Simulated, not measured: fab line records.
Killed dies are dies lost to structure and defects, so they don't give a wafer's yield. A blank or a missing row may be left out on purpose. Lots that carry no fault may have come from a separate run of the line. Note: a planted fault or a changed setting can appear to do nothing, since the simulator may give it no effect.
fab line records	flow sky130
record: lots: 6	wafers: 18	last_day: 50
route steps=708 shown METAL5@671 PASSIVATION@681 PAD_OPEN@694
lots that met no fault: taken from a fault-free run of the same line
start_h: hours from the record's first day to the start of the lot's first wafer shown	wait_h: hours from the lot's prior step to this one	" identical to the entry in the row above	L1.1+2: a row that stands for several wafers	- no value present, or no start provided	* or withheld: withheld	< > ~ a bound
route shown NAME@n: a module of which the file shows steps, and the number in the route of the first	usual: mean/standard deviation taken from wafers without a fault	same: alike in all rows	chamber/n: place in a boat	sites: the reading at each site	_std_site: the values' standard deviation	_edge_site: mean of outer sites minus mean of inner sites	radius_mm: for every site, how far away it sits from the centre of the wafer	mask NAME#n: copy n	behind: the last tool/chamber to shape the wafer	hold: what put the lot on hold/how long, in hours/how the hold closed	device: which transistor (n, p or np) failed to switch	end of line: tests run on the same wafers once the route is complete	step lacking rows: just its recipe	killed: not the wafer's yield, but the dies lost to structure and defects at the first sort	map: per-die view of a wafer (x killed, . not killed, _ where there is no die)
set.NAME: the setting as run; set.NAME@STEP: as run at that earlier step	model.NAME: the simulator's own value behind a step, which no gauge read
lots seen at some steps along the route; tables by step, rows by wafer
services: a tool's chamber out of use, with start hour (start_h, from the record's first day; less than 0 if before it), hours out, and reason
== steps ==
step: SKY_METAL5_SOFTBAKE_10
recipe: temp_c: 90	time_s: 60	resist: NOVOLAK
step: SKY_METAL5_EXPOSE_11
recipe: mask_id: MM5	na: 0.6	source_shape: conventional	sigma_outer: 0.6	polarization: unpolarized	target_cd_nm: 1600	dose_mj: 190
step: SKY_METAL5_PEB_12
recipe: temp_c: withheld	time_s: *	resist: NOVOLAK
step: SKY_METAL5_DEVELOP_13
recipe: resist: NOVOLAK	developer: TMAH	develop_time_s: 60	dev_temp_c: 23
step: SKY_METAL5_DESCUM_14
recipe: chemistry: O2	source_power_w: 150	bias_power_w: 0	pressure_mtorr: 10	temp_c: 40	time_s: 11
usual: drypump_motor_current_A: 5.7/0.31	oes_product_au: 1.000/0.0073	temp_c: 40.01/0.12
lot.wafer	tool	chamber	start_h	wait_h	drypump_motor_current_A	oes_product_au	rf_hours_counter_h	temp_c
L318.2	rie_metal-02	0	1050.55	0.1	5.9	0.996	20	39.98
L318.4	"	1	"	"	5.7	0.993	-	40.02
L318.5	"	0	"	"	5.9	1.005	-	40.15
L327.2	rie_metal-04	0	1124.71	0.1	6.1	1.003	14	39.97
L327.4	"	1	"	"	5.8	1.001	-	39.98
L327.6	"	0	"	"	6.0	1.008	-	39.92
L329.3	rie_metal-02	0	1136.76	0.1	5.9	0.989	-	40.17
L329.4	"	1	"	"	5.8	1.005	-	39.84
L329.5	"	0	"	"	5.9	0.988	-	40.06
L333.1	rie_metal-02	0	1145.92	0.1	5.9	0.989	1	39.88
L333.5	"	0	"	"	5.9	0.992	-	39.85
L333.6	"	0	"	"	5.9	1.000	-	40.19
L334.1	rie_metal-03	0	1157.17	0.1	5.0	1.008	19	39.99
L334.2	"	1	"	"	5.6	0.991	18	39.92
L334.5	"	0	"	"	5.0	1.006	-	40.23
L338.2	rie_metal-03	0	1167.91	0.1	5.0	1.016	21	40.05
L338.3	"	0	"	"	5.0	1.017	-	40.00
L338.6	"	0	"	"	5.0	1.011	-	39.75
step: SKY_METAL5_METAL_ETCH_15
recipe: target_depth_a: 12600	stop_on: SiO2	over_etch_frac: 0.2	time_s: 252	chemistry: Cl2/BCl3	resist_sidewall_deg: 86	pressure_mtorr: 10	icp_w: 900	bias_w: 48.5	Cl2_flow_sccm: 60	bcl3_flow_sccm: 30
step: SKY_METAL5_STRIP_16
recipe: chemistry: O2/N2	power_w: 1400	pressure_mtorr: 1500	platen_temp_c: withheld	o2_flow_sccm: 3000	n2_flow_sccm: 300	overash_fraction: 0.5
usual: drypump_motor_current_A: 5.6/0.43	oes_product_au: 0.710/0.0048	strip_time_to_endpoint_s: 13.03/0.12
lot.wafer	tool	chamber	start_h	wait_h	drypump_motor_current_A	oes_product_au	rf_hours_counter_h	strip_time_to_endpoint_s
L318.2	plasma_asher-04	0	1050.82	0.2	5.8	0.710	30	12.93
L318.4	"	0	"	"	5.8	0.716	-	12.98
L318.5	"	1	"	"	5.2	0.710	-	12.84
L327.2	plasma_asher-03	0	1124.98	0.2	5.3	0.711	68	12.94
L327.4	"	1	"	"	6.3	0.715	-	13.06
L327.6	"	1	"	"	6.2	0.706	-	12.94
L329.3	plasma_asher-04	1	1137.05	0.1	5.2	0.708	-	13.23
L329.4	"	0	"	"	5.8	0.706	-	13.00
L329.5	"	0	"	"	5.7	0.705	-	13.18
L333.1	plasma_asher-01	0	1146.46	0.4	4.9	0.709	104	13.17
L333.5	"	1	"	"	5.7	0.701	-	13.20
L333.6	"	0	"	"	4.9	0.713	-	13.16
L334.1	plasma_asher-04	0	1157.44	0.2	5.7	0.711	41	12.95
L334.2	"	1	"	"	5.2	0.706	41	13.30
L334.5	"	1	"	"	5.2	0.712	-	12.98
L338.2	plasma_asher-03	0	1168.18	0.2	5.2	0.704	72	12.83
L338.3	"	1	"	"	6.2	0.703	-	12.89
L338.6	"	1	"	"	6.2	0.706	-	12.97
step: SKY_METAL5_STRIP_17
recipe: chemistry: post_etch_residue_remover	time_s: 1200	temp_c: 72.5
step: SKY_METAL5_CLEAN_18
recipe: chemistry: IPA	time_s: 180	temp_c: 25
step: SKY_METAL5_CLEAN_19
recipe: chemistry: O3/DIW	dry: n2_spin
step: SKY_PASSIVATION_CVD_00
recipe: material: SiO2	target_thk_nm: 90	temp_c: 400	time_s: withheld	rf_w: 600
step: SKY_PASSIVATION_THK_MEAS_01
recipe: reads: SiO2_of_PASSIVATION_CVD_00
usual: PASSIVATION_CVD_00_THK: 90.0/1.2
lot.wafer	tool	chamber	start_h	wait_h	PASSIVATION_CVD_00_THK[nm]
L318.2	film_metro-02	-	1051.53	-	91.2
L318.4	"	-	"	"	91.3
L318.5	"	-	"	"	91.9
L327.2	film_metro-03	-	1125.60	-	90.3
L327.4	"	-	"	"	91.4
L327.6	"	-	"	"	92.6
L329.3	film_metro-02	-	1137.68	-	88.3
L329.4	"	-	"	"	89.0
L329.5	"	-	"	"	89.3
L333.1	film_metro-02	-	1147.09	-	88.4
L333.5	"	-	"	"	89.3
L333.6	"	-	"	"	89.4
L334.1	film_metro-03	-	1158.05	-	89.2
L334.2	"	-	"	"	88.8
L334.5	"	-	"	"	90.2
L338.2	film_metro-01	-	1168.80	-	89.0
L338.3	"	-	"	"	90.0
L338.6	"	-	"	"	90.8
step: SKY_PASSIVATION_CVD_02
recipe: material: Si3N4	target_thk_nm: 540	temp_c: 400	time_s: withheld	rf_w: 450
usual: heater_power_w: 681/130
lot.wafer	tool	chamber	start_h	wait_h	heater_power_w	model.Si3N4_of_PASSIVATION_CVD_02.thk_nm
L318.2	pecvd-04	0	1051.58	0.0	833	541.8
L318.4	"	1	"	"	702	549.7
L318.5	"	2	"	"	473	544.1
L327.2	pecvd-04	1	1125.65	0.0	595	534.1
L327.4	"	0	"	"	817	534.2
L327.6	"	2	"	"	595	544.2
L329.3	pecvd-04	0	1137.72	0.0	808	621.6
L329.4	"	2	"	"	566	546.5
L329.5	"	1	"	"	720	546.4
L333.1	pecvd-04	0	1147.15	0.1	786	617.6
L333.5	"	1	"	"	659	542.1
L333.6	"	2	"	"	596	542.5
L334.1	pecvd-03	2	1158.11	0.1	628	532.6
L334.2	"	0	"	"	740	535.5
L334.5	"	2	"	"	641	539.9
L338.2	pecvd-03	1	1168.85	0.0	452	535
L338.3	"	0	"	"	773	534.3
L338.6	"	0	"	"	789	545.3
step: SKY_PASSIVATION_THK_MEAS_03
recipe: reads: Si3N4_of_PASSIVATION_CVD_02
usual: PASSIVATION_CVD_02_THK: 538/6.5
lot.wafer	tool	chamber	start_h	wait_h	PASSIVATION_CVD_02_THK[nm]
L318.2	film_metro-03	-	1051.81	-	542
L318.4	"	-	"	"	549
L318.5	"	-	"	"	544
L327.2	film_metro-01	-	1125.89	-	534
L327.4	"	-	"	"	534
L327.6	"	-	"	"	545
L329.3	film_metro-03	-	1137.97	-	622
L329.4	"	-	"	"	546
L329.5	"	-	"	"	547
L333.1	film_metro-03	-	1147.38	-	618
L333.5	"	-	"	"	542
L333.6	"	-	"	"	542
L334.1	film_metro-03	-	1158.34	-	533
L334.2	"	-	"	"	535
L334.5	"	-	"	"	540
L338.2	film_metro-01	-	1169.09	-	535
L338.3	"	-	"	"	534
L338.6	"	-	"	"	545
step: SKY_PASSIVATION_DEHYDRATE_04
recipe: temp_c: 200	time_s: 60
step: SKY_PASSIVATION_HMDS_05
recipe: prime_time_s: 60	prime_temp_c: 120
step: SKY_PASSIVATION_COAT_06
recipe: spin_rpm: 2000	resist_thk_nm: 3000
step: SKY_PASSIVATION_SOFTBAKE_07
recipe: temp_c: 110	time_s: withheld
step: SKY_PASSIVATION_EXPOSE_08
recipe: mask_id: NSM	target_cd_nm: 3000	na: 0.57	dose_mj: 260
step: SKY_PASSIVATION_PEB_09
recipe: temp_c: 115	time_s: withheld
step: SKY_PASSIVATION_DEVELOP_10
recipe: develop_time_s: 60	dev_temp_c: 23
step: SKY_PASSIVATION_ETCH_11
recipe: chemistry: CF4/O2	target_depth_nm: 725	stop_on: AlCu	source_w: 800	bias_w: 150	pressure_mtorr: 150	cf4_flow_sccm: 80	O2_flow_sccm: 10	time_s: 161.1
usual: drypump_motor_current_A: 5.8/0.4	oes_product_au: 0.975/0.0061	throttle_valve_pct: 5.964/0.01
lot.wafer	tool	chamber	start_h	wait_h	drypump_motor_current_A	oes_product_au	rf_hours_counter_h	throttle_valve_pct	model.PASSIVATION.feature_depth_nm	model.etch.depth_nm
L318.2	rie_diel-04	3	1073.63	-	5.7	0.974	15	5.958	706.4	706.4
L318.4	"	0	"	"	6.4	0.979	2	5.978	708.3	708.3
L318.5	"	1	"	"	5.6	0.979	-	5.965	710	710
L327.2	rie_diel-01	0	1145.13	-	5.4	0.973	20	5.967	698.6	698.6
L327.4	"	2	"	"	5.8	0.979	21	5.975	699.9	699.9
L327.6	"	2	"	"	5.8	0.979	-	5.953	710.3	710.3
L329.3	rie_diel-04	3	1157.18	-	5.7	0.978	18	5.968	709.9	709.9
L329.4	"	2	"	"	5.3	0.978	16	5.972	708.7	708.7
L329.5	"	0	"	"	6.5	0.974	-	5.971	709.1	709.1
L333.1	rie_diel-01	3	1165.48	-	6.2	0.985	14	5.954	706	706
L333.5	"	1	"	"	6.3	0.976	-	5.969	704.7	704.7
L333.6	"	2	"	"	5.8	0.980	-	5.959	705	705
L334.1	rie_diel-03	1	1176.13	-	5.1	0.971	26	5.966	696.6	696.6
L334.2	"	3	"	"	5.8	0.978	20	5.957	699.6	699.6
L334.5	"	3	"	"	5.8	0.979	-	5.975	705.9	705.9
L338.2	rie_diel-03	3	1186.26	-	5.8	0.976	21	5.958	698.5	698.5
L338.3	"	0	"	"	5.2	0.966	21	5.965	698.5	698.5
L338.6	"	1	"	"	5.1	0.977	-	5.966	710.5	710.5
step: SKY_PASSIVATION_STRIP_12
recipe: chemistry: O2/N2	power_w: 1400	pressure_mtorr: 1500	platen_temp_c: withheld	overash_fraction: 0.7	o2_flow_sccm: 3000	n2_flow_sccm: 300
usual: drypump_motor_current_A: 5.6/0.48	oes_product_au: 0.661/0.0038	strip_time_to_endpoint_s: 31.51/0.12
lot.wafer	tool	chamber	start_h	wait_h	drypump_motor_current_A	oes_product_au	rf_hours_counter_h	strip_time_to_endpoint_s
L318.2	plasma_asher-03	1	1073.74	0.1	6.2	0.660	63	31.58
L318.4	"	0	"	"	5.2	0.658	-	31.67
L318.5	"	1	"	"	6.2	0.661	-	31.62
L327.2	plasma_asher-03	1	1145.24	0.1	6.3	0.652	70	31.52
L327.4	"	0	"	"	5.3	0.658	-	31.57
L327.6	"	0	"	"	5.3	0.665	-	31.47
L329.3	plasma_asher-01	0	1157.32	0.1	5.0	0.669	-	31.59
L329.4	"	1	"	"	5.7	0.664	-	31.67
L329.5	"	0	"	"	5.0	0.665	-	31.59
L333.1	plasma_asher-01	0	1165.59	0.1	4.9	0.669	106	31.59
L333.5	"	1	"	"	5.7	0.664	-	31.54
L333.6	"	0	"	"	4.9	0.671	-	31.68
L334.1	plasma_asher-01	1	1176.24	0.1	5.7	0.656	107	31.47
L334.2	"	0	"	"	4.9	0.657	107	31.35
L334.5	"	1	"	"	5.7	0.654	-	31.47
L338.2	plasma_asher-03	1	1186.37	0.1	6.2	0.658	74	31.52
L338.3	"	1	"	"	6.3	0.661	-	31.49
L338.6	"	1	"	"	6.2	0.660	-	31.58
step: SKY_PAD_OPEN_DEHYDRATE_00
recipe: temp_c: 200	time_s: 60.85
usual: plate_sensor_t_centre_C: 201.07/0.0099	plate_sensor_t_edge_C: 201.56/0.0097
lot.wafer	tool	chamber	start_h	wait_h	plate_sensor_t_centre_C	plate_sensor_t_edge_C
L318.2	litho_track-01	0	1083.21	9.4	201.07	201.55
L318.4	"	0	"	"	201.08	201.56
L318.5	"	0	"	"	201.09	201.55
L327.2	litho_track-03	0	1154.24	9.0	201.09	201.57
L327.4	"	0	"	"	201.07	201.55
L327.6	"	0	"	"	201.07	201.56
L329.3	litho_track-01	0	1165.53	8.2	201.05	201.55
L329.4	"	0	"	"	201.07	201.56
L329.5	"	0	"	"	201.08	201.56
L333.1	litho_track-01	0	1174.18	8.6	201.07	201.56
L333.5	"	0	"	"	201.09	201.55
L333.6	"	0	"	"	201.06	201.56
L334.1	litho_track-01	0	1183.93	7.7	201.08	201.56
L334.2	"	0	"	"	201.06	201.54
L334.5	"	0	"	"	201.06	201.57
L338.2	litho_track-03	0	1193.84	7.4	201.08	201.55
L338.3	"	0	"	"	201.07	201.54
L338.6	"	0	"	"	201.08	201.55
step: SKY_PAD_OPEN_HMDS_01
recipe: prime_time_s: 60	prime_temp_c: 120
step: SKY_PAD_OPEN_COAT_02
recipe: spin_rpm: 2000	resist_thk_nm: 3000
step: SKY_PAD_OPEN_SOFTBAKE_03
recipe: temp_c: 110	time_s: withheld
step: SKY_PAD_OPEN_EXPOSE_04
recipe: mask_id: PDM	target_cd_nm: 60000	na: 0.57	dose_mj: 260
step: SKY_PAD_OPEN_PEB_05
recipe: temp_c: 115	time_s: withheld
step: SKY_PAD_OPEN_DEVELOP_06
recipe: develop_time_s: 60	dev_temp_c: 22.59
step: SKY_PAD_OPEN_ETCH_07
recipe: chemistry: CF4/O2	target_depth_nm: 725	stop_on: AlCu	source_w: 800	bias_w: 150	pressure_mtorr: 150	cf4_flow_sccm: 80	O2_flow_sccm: 10	time_s: 161.1
usual: drypump_motor_current_A: 5.8/0.41	oes_product_au: 0.976/0.0065	throttle_valve_pct: 5.964/0.0093
lot.wafer	tool	chamber	start_h	wait_h	drypump_motor_current_A	oes_product_au	rf_hours_counter_h	throttle_valve_pct	model.PAD_OPEN.feature_depth_nm	model.etch.depth_nm
L318.2	rie_diel-03	3	1094.55	-	5.9	0.973	17	5.970	706.4	706.4
L318.4	"	2	"	"	5.8	0.983	14	5.957	715.1	715.1
L318.5	"	3	"	"	5.8	0.980	-	5.961	710	710
L327.2	rie_diel-03	2	1163.98	-	5.7	0.974	16	5.957	698.6	698.6
L327.4	"	0	"	"	5.2	0.975	20	5.995	699.9	699.9
L327.6	"	3	"	"	5.9	0.973	-	5.974	710.3	710.3
L329.3	rie_diel-01	0	1174.81	-	5.4	0.978	21	5.969	709.9	709.9
L329.4	"	2	"	"	5.8	0.981	23	5.963	708.7	708.7
L329.5	"	3	"	"	6.2	0.978	-	5.961	709.1	709.1
L333.1	rie_diel-02	0	1183.33	-	5.3	0.983	12	5.971	706	706
L333.5	"	3	"	"	6.1	0.977	-	5.956	704.7	704.7
L333.6	"	2	"	"	6.1	0.977	-	5.962	705	705
L334.1	rie_diel-02	2	1192.86	-	6.1	0.969	20	5.954	696.6	696.6
L334.2	"	1	"	"	6.2	0.975	21	5.969	699.6	699.6
L334.5	"	3	"	"	6.2	0.974	-	5.949	705.9	705.9
L338.2	rie_diel-01	0	1201.90	-	5.4	0.972	21	5.951	698.5	698.5
L338.3	"	2	"	"	5.8	0.980	24	5.968	698.5	698.5
L338.6	"	1	"	"	6.3	0.981	-	5.967	710.5	710.5
step: SKY_PAD_OPEN_STRIP_08
recipe: chemistry: O2/N2	power_w: 1400	pressure_mtorr: 1500	platen_temp_c: withheld	overash_fraction: 0.7	o2_flow_sccm: 3000	n2_flow_sccm: 300
usual: drypump_motor_current_A: 5.5/0.39	oes_product_au: 0.663/0.0042	strip_time_to_endpoint_s: 37.06/0.12
lot.wafer	tool	chamber	start_h	wait_h	drypump_motor_current_A	oes_product_au	rf_hours_counter_h	strip_time_to_endpoint_s
L318.2	plasma_asher-04	0	1094.65	0.1	5.7	0.666	35	36.92
L318.4	"	0	"	"	5.8	0.659	-	36.83
L318.5	"	0	"	"	5.8	0.666	-	36.80
L327.2	plasma_asher-01	0	1164.09	0.1	4.9	0.656	106	37.08
L327.4	"	0	"	"	4.9	0.664	-	37.05
L327.6	"	0	"	"	4.9	0.661	-	37.20
L329.3	plasma_asher-01	1	1174.95	0.1	5.7	0.660	-	37.06
L329.4	"	0	"	"	4.9	0.662	-	37.16
L329.5	"	1	"	"	5.7	0.663	-	37.05
L333.1	plasma_asher-02	1	1183.44	0.1	5.2	0.664	11	37.05
L333.5	"	1	"	"	5.2	0.666	-	37.18
L333.6	"	0	"	"	6.1	0.664	-	37.10
L334.1	plasma_asher-04	1	1192.97	0.1	5.2	0.667	44	36.94
L334.2	"	0	"	"	5.7	0.665	44	37.01
L334.5	"	1	"	"	5.2	0.665	-	36.94
L338.2	plasma_asher-02	0	1202.00	0.1	6.1	0.663	13	37.03
L338.3	"	0	"	"	6.1	0.657	-	36.98
L338.6	"	0	"	"	6.1	0.670	-	37.08
step: SKY_PAD_OPEN_STRIP_09
recipe: chemistry: post_etch_residue_remover	time_s: 1200	temp_c: 72.5
usual: bath_heat_duty_pct: 14.1/0.99	temp_c: 72.48/0.12
lot.wafer	tool	chamber	start_h	wait_h	bath_heat_duty_pct	temp_c	model.Si3N4_of_PASSIVATION_CVD_02.thk_nm
L318.2	wet_bench-01	0	1094.75	0.1	14.3	72.59	541.4
L318.4	"	0	"	"	15.1	72.44	549.3
L318.5	"	0	"	"	13.7	72.42	543.8
L327.2	wet_bench-01	2	1164.19	0.1	15.1	72.44	533.7
L327.4	"	2	"	"	16.6	72.44	533.9
L327.6	"	2	"	"	15.2	72.58	543.8
L329.3	wet_bench-02	2	1175.02	0.0	13.8	72.53	621.2
L329.4	"	2	"	"	13.4	72.40	546.2
L329.5	"	2	"	"	13.6	72.60	546.1
L333.1	wet_bench-04	0	1183.54	0.1	14.7	72.41	617.2
L333.5	"	0	"	"	12.3	72.55	541.7
L333.6	"	0	"	"	14.5	72.27	542.1
L334.1	wet_bench-04	0	1193.07	0.1	13.4	72.33	532.3
L334.2	"	0	"	"	13.9	72.34	535.2
L334.5	"	0	"	"	14.2	72.34	539.5
L338.2	wet_bench-01	3	1202.10	0.1	14.3	72.37	534.6
L338.3	"	3	"	"	13.3	72.32	533.9
L338.6	"	3	"	"	12.9	72.60	544.9
step: SKY_PAD_OPEN_CLEAN_10
recipe: chemistry: IPA	time_s: 180	temp_c: 25
step: SKY_PAD_OPEN_PROBE_99
usual: defect_limited_yield: 82.1/1.8	killed_at_M0_to_M3: 44/6.2	killed_at_M4_up: 3.3/1.8	killed_at_contacts: 25/5.8	killed_at_front_end: 15/4	killed_at_other: 0.3/0.49	killed_dies: 88/8.8	killed_open: 48/6.5	killed_short: 39/6.3	sort_bin_3_pad_short: 0.9/0.41	sort_bin_5_function: 10.6/1.4	sort_bin_6_memory: 6.4/1.1	sort_n_pass: 404/8.8	sort_yield_pct: 82.1/1.8
same: gross_dies: 492	killed_at_back_side: 0	sort_bin_4_leakage[%]: 0	sort_bin_8_speed[%]: 0
lot.wafer	tool	chamber	start_h	wait_h	defect_limited_yield[%]	killed_at_M0_to_M3	killed_at_M4_up	killed_at_contacts	killed_at_front_end	killed_at_other	killed_dies	killed_open	killed_short	sort_bin_3_pad_short[%]	sort_bin_5_function[%]	sort_bin_6_memory[%]	sort_n_pass	sort_yield_pct[%]
L334.1	prober-01	-	1195.18	0.1	81.3	40	3	33	16	0	92	51	41	0.4	10.6	7.7	400	81.3
L334.2	prober-01	-	1195.23	0.1	85.2	50	2	11	10	0	73	35	38	1.4	7.1	6.3	419	85.2
L334.5	prober-01	-	1195.38	0.2	84.3	38	2	26	11	0	77	42	35	1.2	8.3	6.1	415	84.3
killed by level:class
L334.1 LI_CONTACT:geometric_particle:open=11 CONTACT:geometric_particle:open=11 VIA1:geometric_particle:open=8 METAL1:geometric_particle:short=7 LOCAL_INTERCONNECT:geometric_particle:short=5 METAL2:geometric_particle:short=5 VIA3:geometric_particle:short=5 FIELD_ISO:geometric_particle:open=4
L334.2 VIA2:geometric_particle:open=9 VIA1:geometric_particle:open=8 METAL1:geometric_particle:short=7 VIA3:geometric_particle:open=7 METAL2:geometric_particle:short=7 CONTACT:geometric_particle:open=5 LOCAL_INTERCONNECT:geometric_particle:short=4 VIA2:geometric_particle:short=4
L334.5 LI_CONTACT:geometric_particle:open=8 CONTACT:geometric_particle:open=7 METAL2:geometric_particle:short=6 VIA3:geometric_particle:open=6 METAL1:geometric_particle:short=6 VIA1:geometric_particle:short=6 VIA1:geometric_particle:open=6 LOCAL_INTERCONNECT:geometric_particle:short=4
== services ==
tool	chamber	start_h	hours	kind
rie_diel-01	-	1026.76	0.1	repair
rie_metal-04	1	1027.26	9.3	repair
plasma_asher-03	-	1034.44	1.6	repair
rie_metal-03	0	1039.05	4.6	repair
rie_diel-04	2	1046.80	6.5	repair
plasma_asher-02	-	1055.25	9.0	pm
rie_diel-03	0	1064.96	16.3	repair
rie_diel-01	3	1082.75	11.8	repair
rie_diel-03	3	1084.10	5.6	repair
rie_diel-02	1	1090.37	2.0	repair
pecvd-03	0	1101.21	4.0	repair
rie_diel-04	-	1102.79	0.8	repair
pecvd-04	-	1108.40	1.0	repair
rie_diel-03	3	1114.40	9.1	repair
plasma_asher-01	-	1136.22	1.1	repair
wet_bench-01	-	1138.40	4.0	repair
rie_diel-01	2	1149.79	2.3	repair
rie_diel-02	-	1155.14	28.1	pm
rie_diel-01	0	1175.52	14.9	repair
pecvd-04	-	1183.28	3.1	repair
rie_diel-04	1	1185.22	4.8	repair
plasma_asher-02	-	1185.59	2.8	pm
rie_diel-02	3	1198.22	4.0	repair
rie_metal-03	-	1202.10	0.3	repair
== key ==
first_sign: step: SKY_PASSIVATION_THK_MEAS_03	reading: PASSIVATION_CVD_02_THK	direction: up	sigmas: 13	usual: 538	struck: 620
effect none on later readings
model_effect: step: SKY_PASSIVATION_CVD_02	value: Si3N4_of_PASSIVATION_CVD_02.thk_nm	without: 532.5	struck: 619.6
model_effect: step: SKY_PASSIVATION_ETCH_11	value: PASSIVATION.feature_depth_nm	without: 693.9	struck: 707.9
model_effect: step: SKY_PAD_OPEN_ETCH_07	value: PAD_OPEN.feature_depth_nm	without: 693.9	struck: 707.9
model_effect: step: SKY_PAD_OPEN_STRIP_09	value: Si3N4_of_PASSIVATION_CVD_02.thk_nm	without: 532.2	struck: 619.2
met_at SKY_PASSIVATION_CVD_02
struck_wafers L329.3,L333.1
onset_between 1125.65 1137.72
fault: kind: process_parameter_drift	tool: pecvd-04	chamber: 0	onset_h: 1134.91	steps: SKY_PASSIVATION_CVD_02	channel: target_thk_nm	offset: 87.72	shape: step	end_h: 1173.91	acts_in: these_recipes_only	stated: 540
